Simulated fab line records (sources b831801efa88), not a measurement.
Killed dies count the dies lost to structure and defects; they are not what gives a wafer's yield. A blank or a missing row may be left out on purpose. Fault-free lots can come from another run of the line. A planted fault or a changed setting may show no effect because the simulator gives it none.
A lot that was struck, set against a sound lot / flow gf180mcu / 43 steps out of a route of 602
Sound: the wafers L126.2, L126.4, L126.6. Wafers struck: L142.1, L142.2, L142.3. The cause is named last.
For every step that has rows: the tool of each side, followed by ch and its chambers, followed by its first start. Under that, the readings that differ: sound wafers / struck wafers / difference of the means / sigmas: that difference in standard deviations of wafers without a fault.
alike: a reading whose means differ by less than 2 such deviations, as well as words and numbers matching on both sides. not compared: withheld readings; readings where some wafer has no value; bounds like >300 that might hide an equal value; numbers whose values overlap and for which the record gives no deviation.
The two part at a step that has a row with sigmas, a row that says differs or no value, or rows on one side only. Numbers that have no deviation but don't overlap get no sigmas and don't part them. A reading missing from all wafers of one side parts the sides only when that side holds two or more wafers.

GF_POLY_GATE_THK_MEAS_01:
  sound: film metro-03 at day 8 08:07; struck: film metro-03 at day 13 04:10
  alike: POLY_GATE_CVD_00_THK
then, 8 steps without rows for these wafers: GF_POLY_GATE_DEHYDRATE_02 (time 60 s); GF_POLY_GATE_HMDS_03 (prime time 60 s); GF_POLY_GATE_COAT_04; GF_POLY_GATE_COAT_05 (resist thk 700 nm); GF_POLY_GATE_SOFTBAKE_06 (time 60 s); GF_POLY_GATE_EXPOSE_07 (exposes mask Poly2, target cd 280 nm); GF_POLY_GATE_PEB_08 (peb time 90 s); GF_POLY_GATE_DEVELOP_09 (develop time 60 s).
GF_POLY_GATE_CD_MEAS_10: target cd 280 nm.
  sound: cd sem-02 at day 9 01:23; struck: cd sem-02 at day 13 23:40
reading=cd nm (nm); sound=279.9 278.7 279.3; struck=282.5 281.8 282.5; difference=+3.0; sigmas=+2
GF_POLY_GATE_OVL_MEAS_11:
  sound: overlay-01 at day 9 01:30; struck: overlay-02 at day 13 23:47
  alike: POLY_GATE_OVL
GF_POLY_GATE_ETCH_12: etches BARC in N2/H2.
  sound on rie diel-03 ch 0,2, day 9 01:32; struck on rie diel-03 ch 0,1,2, day 13 23:50
  alike: drypump motor current A, oes product au, rf fwd power W, throttle valve pct
GF_POLY_GATE_ETCH_13: etches poly-Si in HBr/Cl2, stops on SiO2, target depth 198.5 nm, time 69.6 s.
  sound on rie si-01 ch 0,2,3, day 9 01:35; struck on rie si-02 ch 0,2,3, day 13 23:53
  alike: drypump motor current A, oes product au, rf fwd power W, throttle valve pct
  not compared: rf hours counter h
GF_POLY_GATE_STRIP_14: strips in O2/N2.
  sound on plasma asher-02 ch 0,1, day 9 01:38; struck on plasma asher-03 ch 0,1, day 13 23:56
  alike: drypump motor current A, heater power w, oes product au
  not compared: rf hours counter h
then, 2 steps without rows for these wafers: GF_POLY_GATE_CLEAN_15 (cleans in SC1/SC2, time 150 s); GF_POLY_GATE_OXIDATION_16 (stabilise 600 s, purge 300 s, target thk 4 nm).
GF_POLY_GATE_THK_MEAS_17:
  sound: film metro-03 at day 9 03:03; struck: film metro-01 at day 14 01:20
  alike: POLY_GATE_OXIDATION_THK
GF_POLY_GATE_CD_MEAS_18:
  sound: cd sem-01 at day 9 03:07; struck: cd sem-02 at day 14 01:24
reading=cd nm (nm); sound=279.4 278.5 277.5; struck=283.4 282.8 282.0; difference=+4.3; sigmas=+3
then, 7 steps without rows for these wafers: GF_HV_LDD_DEHYDRATE_00 (time 60 s); GF_HV_LDD_HMDS_01 (prime time 60 s); GF_HV_LDD_COAT_02 (resist thk 1000 nm); GF_HV_LDD_SOFTBAKE_03 (time 60 s); GF_HV_LDD_EXPOSE_04 (exposes mask Nplus LV AREA, target cd 400 nm); GF_HV_LDD_PEB_05; GF_HV_LDD_DEVELOP_06 (develop time 60 s).
GF_HV_LDD_CD_MEAS_07: target cd 400 nm.
  sound: cd sem-02 at day 9 20:15; struck: cd sem-01 at day 14 21:54
  alike: cd nm
GF_HV_LDD_OVL_MEAS_08:
  sound: overlay-02 at day 9 20:21; struck: overlay-01 at day 14 22:01
  alike: HV_LDD_OVL
following that, these wafers have no rows for 1 step: GF_HV_LDD_IMPLANT_09.
GF_HV_LDD_STRIP_10: strips in O2/N2.
  sound on plasma asher-03 ch 0,1, day 9 20:32; struck on plasma asher-01 ch 0,1, day 14 22:13
  alike: drypump motor current A, heater power w, oes product au, strip time to endpoint s
  not compared: rf hours counter h
GF_HV_LDD_TW_MEAS_11:
  sound: film metro-04 at day 9 20:38; struck: film metro-04 at day 14 22:19
  alike: HV_LDD_TW
then, 7 steps without rows for these wafers: GF_HV_LDD_DEHYDRATE_12 (time 60 s); GF_HV_LDD_HMDS_13 (prime time 60 s); GF_HV_LDD_COAT_14 (resist thk 1000 nm); GF_HV_LDD_SOFTBAKE_15 (time 60 s); GF_HV_LDD_EXPOSE_16 (exposes mask Pplus LV AREA, target cd 400 nm); GF_HV_LDD_PEB_17; GF_HV_LDD_DEVELOP_18 (develop time 60 s).
GF_HV_LDD_CD_MEAS_19: target cd 400 nm.
  sound: cd sem-01 at day 10 14:32; struck: cd sem-01 at day 15 20:07
  alike: cd nm
GF_HV_LDD_OVL_MEAS_20:
  sound: overlay-02 at day 10 14:38; struck: overlay-02 at day 15 20:14
  alike: HV_LDD_01_OVL
following that, these wafers have no rows for 1 step: GF_HV_LDD_IMPLANT_21.
GF_HV_LDD_STRIP_22: strips in O2/N2.
  sound on plasma asher-01 ch 0, day 10 14:49; struck on plasma asher-03 ch 0,1, day 15 20:26
reading=strip time to endpoint s (s); sound=12.74 12.71 12.67; struck=12.60 12.59 12.58; difference=-0.12; sigmas=-3
  alike: drypump motor current A, heater power w, oes product au
  not compared: rf hours counter h
GF_HV_LDD_TW_MEAS_23:
  sound: film metro-01 at day 10 14:56; struck: film metro-04 at day 15 20:32
reading=HV_LDD_2_TW; sound=1041 1044 1044; struck=1057 1064 1065; difference=+19; sigmas=+3
-- record jumps: 18 days separate the struck wafers' starts on either side; left off in module HV_LDD, taken up again in module PASSIVATION, whose first shown step is the route's number 602 --
GF_PASSIVATION_PROBE_99:
  rows exist in the record for the struck wafers here (prober-01, day 33 13:19), but not for the sound ones

## WHERE THEY PART
Earliest at GF_POLY_GATE_CD_MEAS_10; latest, in this record, at GF_PASSIVATION_PROBE_99.

WHY: the cause the simulator had injected
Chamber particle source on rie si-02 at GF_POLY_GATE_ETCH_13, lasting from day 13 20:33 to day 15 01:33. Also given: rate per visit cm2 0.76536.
